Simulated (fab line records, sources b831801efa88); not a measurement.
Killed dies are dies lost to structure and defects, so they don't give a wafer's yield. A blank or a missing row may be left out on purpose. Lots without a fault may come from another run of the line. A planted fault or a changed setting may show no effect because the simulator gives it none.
Which tool did it? | flow gf180mcu | 12 lots, 34 wafers sampled, at 5 steps of a route of 602

WHAT THE GAUGES READ, wafer by wafer
GF_PASSIVATION_THK_MEAS_01.
lot  | measured     | on            | PASSIVATION_CVD_00_THK (nm)
L722 | day 28 04:10 | film_metro-01 | 997 1026 1022
L723 | day 28 09:28 | film_metro-02 | 990 1020 1011
L724 | day 28 13:31 | film_metro-04 | 1004 1010 1030
L725 | day 29 01:31 | film_metro-01 | 995 1001 996
L726 | day 29 09:49 | film_metro-04 | 1009 1012 1018
L733 | day 31 12:06 | film_metro-01 | 994 1010
L734 | day 31 15:57 | film_metro-01 | 997 1023
L739 | day 32 21:47 | film_metro-02 | 993 995 1003
L742 | day 33 18:50 | film_metro-01 | 998 984 990
L743 | day 33 21:58 | film_metro-04 | 993 1008 1008
L744 | day 34 03:50 | film_metro-02 | 997 1019 1006
L745 | day 34 10:55 | film_metro-02 | 1001 1011 999

GF_PASSIVATION_THK_MEAS_03.
lot  | measured     | on            | PASSIVATION_CVD_02_THK (nm)
L722 | day 28 04:31 | film_metro-04 | 703 700 706
L723 | day 28 09:49 | film_metro-02 | 684 696 702
L724 | day 28 13:51 | film_metro-04 | 683 684 708
L725 | day 29 01:51 | film_metro-02 | 689 689 701
L726 | day 29 10:09 | film_metro-01 | 686 677 694
L733 | day 31 12:27 | film_metro-02 | 736 751
L734 | day 31 16:17 | film_metro-02 | 731 743
L739 | day 32 22:08 | film_metro-04 | 697 694 701
L742 | day 33 19:10 | film_metro-02 | 684 689 700
L743 | day 33 22:19 | film_metro-02 | 700 712 701
L744 | day 34 04:10 | film_metro-04 | 695 699 700
L745 | day 34 11:16 | film_metro-02 | 702 709 697

WHICH TOOL RAN EACH LOT (tool, then ch and the chambers of the sampled wafers, then the start)
lot  | GF_V5_SPUTTER_22             | GF_TOP_METAL_METAL_ETCH_16        | GF_PASSIVATION_CVD_02
L722 | pvd_sputter-04, day 27 06:13 | rie_metal-02 ch 1, day 28 03:13   | pecvd-02 ch 0,1, day 28 04:13
L723 | pvd_sputter-03, day 27 11:41 | rie_metal-04 ch 0,1, day 28 08:42 | pecvd-01 ch 1,2, day 28 09:30
L724 | pvd_sputter-04, day 27 16:56 | rie_metal-04 ch 0, day 28 12:41   | pecvd-04 ch 0,1,2, day 28 13:34
L725 | pvd_sputter-02, day 28 04:12 | rie_metal-04 ch 0,1, day 29 00:41 | pecvd-02 ch 0,1,2, day 29 01:34
L726 | pvd_sputter-02, day 28 13:08 | rie_metal-02 ch 0,1, day 29 08:59 | pecvd-04 ch 0,1, day 29 09:52
L733 | pvd_sputter-04, day 30 16:51 | rie_metal-04 ch 1, day 31 11:17   | pecvd-01 ch 1, day 31 12:10
L734 | pvd_sputter-03, day 30 20:53 | rie_metal-02 ch 0,1, day 31 15:08 | pecvd-01 ch 2, day 31 16:01
L739 | pvd_sputter-04, day 32 04:14 | rie_metal-02 ch 1, day 32 20:58   | pecvd-04 ch 0,2, day 32 21:50
L742 | pvd_sputter-03, day 33 02:05 | rie_metal-01 ch 0,1, day 33 18:01 | pecvd-02 ch 0,1, day 33 18:53
L743 | pvd_sputter-04, day 33 04:56 | rie_metal-02 ch 0,1, day 33 21:13 | pecvd-04 ch 0,1,2, day 33 22:01
L744 | pvd_sputter-03, day 33 10:53 | rie_metal-04 ch 0,1, day 34 03:01 | pecvd-02 ch 0,1, day 34 03:53
L745 | pvd_sputter-04, day 33 18:59 | rie_metal-02 ch 0,1, day 34 10:08 | pecvd-01 ch 0,2, day 34 10:58
- GF_V5_SPUTTER_22: material TiN, target thk 10 nm, time 40 s.
- GF_TOP_METAL_METAL_ETCH_16: etches the open film in Cl2/BCl3, stops on SiO2, target depth 1197 nm, time 199.5 s.
- GF_PASSIVATION_CVD_02: deposits Si3N4, target thk 700 nm, time 486.18 s.

WHAT THE TOOLS THEMSELVES READ (means of the sampled wafers that have a number; where no wafer has one, the mark that the record gives instead)
GF_V5_SPUTTER_22.
lot  | tool           | throttle_valve_pct (%)
L722 | pvd_sputter-04 | 30.5
L723 | pvd_sputter-03 | 31.9
L724 | pvd_sputter-04 | 30.5
L725 | pvd_sputter-02 | 29.5
L726 | pvd_sputter-02 | 28.8
L733 | pvd_sputter-04 | 29.5
L734 | pvd_sputter-03 | 30.4
L739 | pvd_sputter-04 | 29.7
L742 | pvd_sputter-03 | 30.5
L743 | pvd_sputter-04 | 30.3
L744 | pvd_sputter-03 | 30.4
L745 | pvd_sputter-04 | 30.7

GF_TOP_METAL_METAL_ETCH_16.
lot  | tool         | drypump_motor_current_A (A) | oes_product_au (a.u.) | rf_fwd_power_W (W) | throttle_valve_pct (%)
L722 | rie_metal-02 | 5.8                         | 0.988                 | 797.2              | 28.234
L723 | rie_metal-04 | 5.7                         | 0.989                 | 797.0              | 28.230
L724 | rie_metal-04 | 6.3                         | 0.985                 | 800.5              | 28.230
L725 | rie_metal-04 | 5.7                         | 0.991                 | 798.2              | 28.230
L726 | rie_metal-02 | 5.7                         | 0.985                 | 798.3              | 28.237
L733 | rie_metal-04 | 5.4                         | 0.994                 | 794.8              | 28.235
L734 | rie_metal-02 | 5.8                         | 0.993                 | 798.2              | 28.225
L739 | rie_metal-02 | 5.8                         | 0.988                 | 795.4              | 28.233
L742 | rie_metal-01 | 5.4                         | 0.983                 | 797.5              | 28.239
L743 | rie_metal-02 | 5.8                         | 0.988                 | 795.2              | 28.232
L744 | rie_metal-04 | 5.7                         | 0.991                 | 794.9              | 28.218
L745 | rie_metal-02 | 5.8                         | 0.988                 | 797.1              | 28.235

GF_PASSIVATION_CVD_02.
lot  | tool     | heater_power_w (W) | rf_fwd_power_W (W)
L722 | pecvd-02 | 590                | 450.7
L723 | pecvd-01 | 699                | 448.8
L724 | pecvd-04 | 712                | 448.5
L725 | pecvd-02 | 607                | 448.8
L726 | pecvd-04 | 759                | 450.3
L733 | pecvd-01 | 778                | 449.8
L734 | pecvd-01 | 699                | 447.9
L739 | pecvd-04 | 711                | 450.8
L742 | pecvd-02 | 581                | 448.6
L743 | pecvd-04 | 742                | 449.9
L744 | pecvd-02 | 504                | 450.0
L745 | pecvd-01 | 602                | 450.7

THE ANSWER, worked out from the rows above alone
Rule: what is usual is taken from the lots themselves. Put in order of their means at a reading, lots are off if they are a third of the lots or fewer, leave a main group of 4 or more, and stand apart from it by a gap of 3 or more times the standard deviation of the main group's means; of several such gaps the widest counts. A main group whose means are all the same, to the digits that the tables above print for the reading, isn't used. A lot without any number at a reading at which 4 lots or more have one is off too. The other lots that the step has rows for count as sound. The gauges are gone through in route order, then the tools' own readings, and for those a lot's mean is taken as printed above. The first step at which some lot is off is used, and at that step the reading that is off furthest; a lot without a number counts as furthest.
Off: L733, L734, at GF_PASSIVATION_THK_MEAS_03 (PASSIVATION_CVD_02_THK). The main group: mean 696 nm, standard deviation 5.8.
A tool fits if, at a process step before that reading, it ran every lot that is off, and no sound lot after the first of them. The gauges at GF_PASSIVATION_THK_MEAS_03 are tried like those tools. None of those tried fits.

WHAT THE SIMULATOR HAD PUT IN
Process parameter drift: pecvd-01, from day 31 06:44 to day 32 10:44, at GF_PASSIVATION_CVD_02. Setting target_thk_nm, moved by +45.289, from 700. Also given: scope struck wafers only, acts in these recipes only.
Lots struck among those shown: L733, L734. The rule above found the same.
